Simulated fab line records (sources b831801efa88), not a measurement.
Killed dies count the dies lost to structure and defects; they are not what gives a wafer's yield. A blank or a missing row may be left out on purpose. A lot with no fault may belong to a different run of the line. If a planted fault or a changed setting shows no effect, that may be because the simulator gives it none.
The tool behind it: which one? | flow sky130 | 10 lots with 30 wafers sampled at 7 steps, on a route of 708 steps

WHAT THE GAUGES READ, wafer by wafer
SKY_METAL1_RS_MEAS_05: measurement is done with a four-point probe.
lot  | measured     | on            | METAL1_ALCU_RS (ohm/sq)
L320 | day 32 02:20 | film metro-04 | 0.1288 0.1282 0.1281
L321 | day 32 18:23 | film metro-01 | 0.1269 0.1272 0.1268
L323 | day 33 05:59 | film metro-04 | 0.1269 0.1263 0.1272
L324 | day 33 19:09 | film metro-01 | 0.1288 0.1273 0.1276
L325 | day 33 20:11 | film metro-04 | 0.1275 0.1273 0.1277
L328 | day 35 04:14 | film metro-01 | 0.1265 0.1260 0.1266
L330 | day 36 03:01 | film metro-03 | 0.1271 0.1268 0.1273
L332 | day 36 14:38 | film metro-03 | 0.1296 0.1295 0.1307
L339 | day 37 23:35 | film metro-04 | 0.2407 0.1264 0.2366
L340 | day 38 07:10 | film metro-04 | 0.1255 0.1264 0.2381

SKY_METAL1_THK_MEAS_06: measures by xrf.
lot  | measured     | on            | METAL1_ALCU_THK (nm)
L320 | day 32 02:27 | film metro-04 | 246.2 249.3 246.4
L321 | day 32 18:31 | film metro-01 | 248.4 247.9 252.4
L323 | day 33 06:04 | film metro-04 | 249.7 250.8 250.9
L324 | day 33 19:16 | film metro-01 | 247.8 246.6 247.4
L325 | day 33 20:19 | film metro-04 | 248.4 248.5 249.0
L328 | day 35 04:19 | film metro-01 | 246.2 249.6 249.9
L330 | day 36 03:07 | film metro-03 | 249.8 250.9 248.2
L332 | day 36 14:44 | film metro-03 | 246.0 243.8 243.1
L339 | day 37 23:43 | film metro-04 | 134.8 250.3 137.1
L340 | day 38 07:16 | film metro-04 | 252.1 251.1 137.9

SKY_METAL2_THK_MEAS_06: measures by xrf.
lot  | measured     | on            | METAL2_ALCU_THK (nm)
L320 | day 34 11:53 | film metro-01 | 245.0 247.1 247.5
L321 | day 35 02:10 | film metro-02 | 246.3 246.3 241.7
L323 | day 35 13:48 | film metro-03 | 247.8 246.3 249.5
L324 | day 36 03:41 | film metro-03 | 243.6 244.6 244.2
L325 | day 36 04:36 | film metro-03 | 247.9 250.2 246.6
L328 | day 37 11:39 | film metro-03 | 250.3 250.8 250.5
L330 | day 38 09:41 | film metro-03 | 244.5 246.0 246.1
L332 | day 38 21:11 | film metro-01 | 246.6 252.3 247.0
L339 | day 40 04:29 | film metro-02 | 246.7 245.3 246.0
L340 | day 40 12:02 | film metro-01 | 248.5 250.9 249.6

WHICH TOOL RAN EACH LOT (tool, then ch and the chambers of the sampled wafers, then the start)
lot  | SKY_METAL1_SPUTTER_01        | SKY_METAL1_SPUTTER_02        | SKY_METAL1_METAL_ETCH_19          | SKY_METAL2_SPUTTER_03
L320 | pvd sputter-03, day 32 02:13 | pvd sputter-03, day 32 02:14 | rie metal-04 ch 0,1, day 33 06:34 | pvd sputter-03, day 34 11:42
L321 | pvd sputter-01, day 32 18:16 | pvd sputter-01, day 32 18:18 | rie metal-04 ch 0,1, day 33 20:49 | pvd sputter-02, day 35 01:59
L323 | pvd sputter-03, day 33 05:49 | pvd sputter-03, day 33 05:50 | rie metal-01 ch 0,1, day 34 09:08 | pvd sputter-03, day 35 13:35
L324 | pvd sputter-01, day 33 19:01 | pvd sputter-01, day 33 19:02 | rie metal-03 ch 1, day 34 22:07   | pvd sputter-02, day 36 03:29
L325 | pvd sputter-01, day 33 20:04 | pvd sputter-01, day 33 20:05 | rie metal-01 ch 0, day 34 22:52   | pvd sputter-01, day 36 04:25
L328 | pvd sputter-01, day 35 04:03 | pvd sputter-01, day 35 04:05 | rie metal-04 ch 0,1, day 36 06:23 | pvd sputter-03, day 37 11:26
L330 | pvd sputter-01, day 36 02:53 | pvd sputter-01, day 36 02:54 | rie metal-03 ch 0,1, day 37 05:29 | pvd sputter-01, day 38 09:29
L332 | pvd sputter-01, day 36 14:28 | pvd sputter-01, day 36 14:29 | rie metal-04 ch 0,1, day 37 17:00 | pvd sputter-03, day 38 20:59
L339 | pvd sputter-01, day 37 23:28 | pvd sputter-01, day 37 23:29 | rie metal-01 ch 1, day 39 01:17   | pvd sputter-03, day 40 04:18
L340 | pvd sputter-01, day 38 07:00 | pvd sputter-01, day 38 07:01 | rie metal-04 ch 0,1, day 39 08:16 | pvd sputter-01, day 40 11:50
- SKY_METAL1_SPUTTER_01: material TiN, target thk 20 nm, time 16.7 s.
- SKY_METAL1_SPUTTER_02: material AlCu, target thk 250 nm, time 13.3 s.
- SKY_METAL1_METAL_ETCH_19: etches the open film in Cl2/BCl3, stops on SiO2, target depth 360 nm, time 78 s.
- SKY_METAL2_SPUTTER_03: material Ti, target thk 5 nm, time 3.3 s.

AS READ BY THE TOOLS THEMSELVES (means over the sampled wafers that have a number; for cases with no such wafer, the mark the record gives instead)
SKY_METAL1_SPUTTER_01.
lot  | tool           | chamber pressure pa (Pa) | throttle valve pct (%)
L320 | pvd sputter-03 | 0.3993                   | 30.3
L321 | pvd sputter-01 | 0.3992                   | 30.2
L323 | pvd sputter-03 | 0.3995                   | 30.6
L324 | pvd sputter-01 | 0.4000                   | 30.3
L325 | pvd sputter-01 | 0.4006                   | 30.5
L328 | pvd sputter-01 | 0.3995                   | 30.4
L330 | pvd sputter-01 | 0.3997                   | 30.2
L332 | pvd sputter-01 | 0.4003                   | 30.4
L339 | pvd sputter-01 | 0.3996                   | 30.5
L340 | pvd sputter-01 | 0.4002                   | 30.1

SKY_METAL1_SPUTTER_02.
lot  | tool           | chamber pressure pa (Pa) | throttle valve pct (%)
L320 | pvd sputter-03 | 0.4002                   | 30.4
L321 | pvd sputter-01 | 0.3995                   | 30.5
L323 | pvd sputter-03 | 0.3999                   | 30.7
L324 | pvd sputter-01 | 0.3995                   | 30.1
L325 | pvd sputter-01 | 0.4001                   | 30.6
L328 | pvd sputter-01 | 0.4006                   | 30.5
L330 | pvd sputter-01 | 0.3996                   | 29.9
L332 | pvd sputter-01 | 0.4004                   | 30.3
L339 | pvd sputter-01 | 0.4000                   | 30.3
L340 | pvd sputter-01 | 0.4010                   | 30.1

SKY_METAL1_METAL_ETCH_19.
lot  | tool         | drypump motor current A (A) | he backside leak sccm (sccm) | oes product au (a.u.) | throttle valve pct (%)
L320 | rie metal-04 | 5.1                         | 3.11                         | 0.853                 | 22.256
L321 | rie metal-04 | 5.1                         | 3.04                         | 0.845                 | 22.271
L323 | rie metal-01 | 6.3                         | 3.35                         | 0.858                 | 22.269
L324 | rie metal-03 | 5.2                         | 3.14                         | 0.854                 | 22.257
L325 | rie metal-01 | 6.5                         | 3.48                         | 0.852                 | 22.268
L328 | rie metal-04 | 5.1                         | 3.35                         | 0.855                 | 22.252
L330 | rie metal-03 | 6.0                         | 3.09                         | 0.853                 | 22.255
L332 | rie metal-04 | 5.1                         | 3.17                         | 0.846                 | 22.265
L339 | rie metal-01 | 6.2                         | 3.25                         | 0.774                 | 22.260
L340 | rie metal-04 | 5.1                         | 3.19                         | 0.815                 | 22.257

SKY_METAL2_SPUTTER_03.
lot  | tool           | chamber pressure pa (Pa) | throttle valve pct (%)
L320 | pvd sputter-03 | 0.3999                   | 30.8
L321 | pvd sputter-02 | 0.4008                   | 29.8
L323 | pvd sputter-03 | 0.4006                   | 30.7
L324 | pvd sputter-02 | 0.4005                   | 29.4
L325 | pvd sputter-01 | 0.3998                   | 30.6
L328 | pvd sputter-03 | 0.4007                   | 30.8
L330 | pvd sputter-01 | 0.3999                   | 30.3
L332 | pvd sputter-03 | 0.4000                   | 30.8
L339 | pvd sputter-03 | 0.3994                   | 30.1
L340 | pvd sputter-01 | 0.4007                   | 30.6

THE ANSWER, worked out from the rows above alone
Rule: usual is defined by the lots themselves. Put in order of their means at a reading, lots are off if they are a third of the lots or fewer, leave a main group of 4 or more, and stand apart from it by a gap of 3 or more times the standard deviation of the main group's means; of several such gaps the widest counts. A main group is skipped when, at the precision printed for the reading in the tables above, its means are all equal. Also off: a lot with no number at a reading for which 4 or more lots have one. Any other lot the step has rows for is counted as sound. After the gauges, taken in route order, come the tools' own readings; for these a lot's mean is taken, as printed above. At the first step where some lot is off, the reading lying furthest off is the one used; lots without a number count as furthest.
Off: L339, L340, at SKY_METAL1_RS_MEAS_05 (METAL1_ALCU_RS). The main group: mean 0.1276 ohm/sq, standard deviation 0.0011.
If a tool, at a process step before that reading, ran all the lots that are off and no sound lot after the first of them, it fits. The gauges at SKY_METAL1_RS_MEAS_05 aren't tried: what is off there is off at SKY_METAL1_METAL_ETCH_19 too, on other tools, and a gauge's error can't cause that. One candidate fits, namely pvd sputter-01 at SKY_METAL1_SPUTTER_01 and SKY_METAL1_SPUTTER_02. At SKY_METAL1_SPUTTER_01 its last sound lot is L332 (day 36 14:28), its first lot that is off L339 (day 37 23:28): a fault that began between those two fits.

WHAT HAD BEEN PUT IN BY THE SIMULATOR
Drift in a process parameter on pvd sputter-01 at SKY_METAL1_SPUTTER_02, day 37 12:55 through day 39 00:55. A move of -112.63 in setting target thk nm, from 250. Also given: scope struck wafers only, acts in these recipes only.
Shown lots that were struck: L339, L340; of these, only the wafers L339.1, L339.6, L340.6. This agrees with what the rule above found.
